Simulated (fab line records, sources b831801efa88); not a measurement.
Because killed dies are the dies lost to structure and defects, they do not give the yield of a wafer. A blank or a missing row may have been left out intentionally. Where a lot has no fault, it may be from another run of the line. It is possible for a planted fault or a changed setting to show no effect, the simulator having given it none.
Which tool was responsible?    flow gf180mcu    Sampling: 6 lots, 18 wafers, 4 of 602 route steps

== WHAT THE GAUGES SHOWED, per wafer ==
GF_CONTACT_CD_MEAS_14 targets a cd of 220 nm.
lot   measured      on         cd nm (nm)
L110  day 16 21:31  cd sem-01  219.0 219.3 220.1
L112  day 17 13:43  cd sem-02  220.6 220.9 220.3
L115  day 18 16:44  cd sem-01  220.9 219.9 221.8
L117  day 19 08:21  cd sem-01  218.3 219.0 218.1
L124  day 22 05:27  cd sem-01  217.8 218.2 218.5
L129  day 23 15:38  cd sem-02  259.4 260.7 260.6

== EACH LOT AND THE TOOL THAT RAN IT (in order: tool; ch and the chambers of the sampled wafers; start) ==
lot   GF_SAB_ETCH_11                      GF_SALICIDE_SPUTTER_03        GF_CONTACT_EXPOSE_11
L110  rie diel-01 ch 1,2,3, day 15 23:02  pvd sputter-02, day 15 23:24  krf scanner-02 ch 0, day 16 11:22
L112  rie diel-01 ch 1,3, day 16 13:23    pvd sputter-04, day 16 13:45  krf scanner-01 ch 0, day 17 02:43
L115  rie diel-03 ch 0,1,2, day 17 15:55  pvd sputter-04, day 17 16:17  krf scanner-01 ch 0, day 18 05:31
L117  rie diel-02 ch 1,2,3, day 18 07:50  pvd sputter-04, day 18 08:13  krf scanner-02 ch 0, day 18 20:23
L124  rie diel-02 ch 0,3, day 21 04:37    pvd sputter-02, day 21 05:01  krf scanner-02 ch 0, day 21 18:02
L129  rie diel-02 ch 1,2, day 22 15:11    pvd sputter-04, day 22 15:33  krf scanner-02 ch 0, day 23 04:33
- GF_SAB_ETCH_11: etches SiO2 in C4F8/O2/Ar, target depth 55 nm, time 8.5 s.
- GF_SALICIDE_SPUTTER_03: material TiN, target thk 20 nm, time 16.7 s.
- GF_CONTACT_EXPOSE_11: exposes mask Contact, target cd 220 nm.

== THE ANSWER, worked out from the rows above alone ==
Rule: usual is defined by the lots themselves. Put in order of their means at a reading, lots are off if they are a third of the lots or fewer, leave a main group of 4 or more, and stand apart from it by a gap of 3 or more times the standard deviation of the main group's means; of several such gaps the widest counts. A main group is skipped when, at the precision printed for the reading in the tables above, its means are all equal. A lot without any number at a reading at which 4 lots or more have one is off too. Any other lot the step has rows for is counted as sound.
Off: L129, at GF_CONTACT_CD_MEAS_14 (cd nm). The main group has a mean of 219.5 nm with a standard deviation of 1.1.
If a tool, at a process step before that reading, ran all the lots that are off and no sound lot after the first of them, it fits. The gauges at GF_CONTACT_CD_MEAS_14 are tried like those tools. Can't be told from this: 4 tools fit, rie diel-02 at GF_SAB_ETCH_11, pvd sputter-04 at GF_SALICIDE_SPUTTER_03, krf scanner-02 at GF_CONTACT_EXPOSE_11, cd sem-02 at GF_CONTACT_CD_MEAS_14.

== WHAT WAS PUT IN BY THE SIMULATOR ==
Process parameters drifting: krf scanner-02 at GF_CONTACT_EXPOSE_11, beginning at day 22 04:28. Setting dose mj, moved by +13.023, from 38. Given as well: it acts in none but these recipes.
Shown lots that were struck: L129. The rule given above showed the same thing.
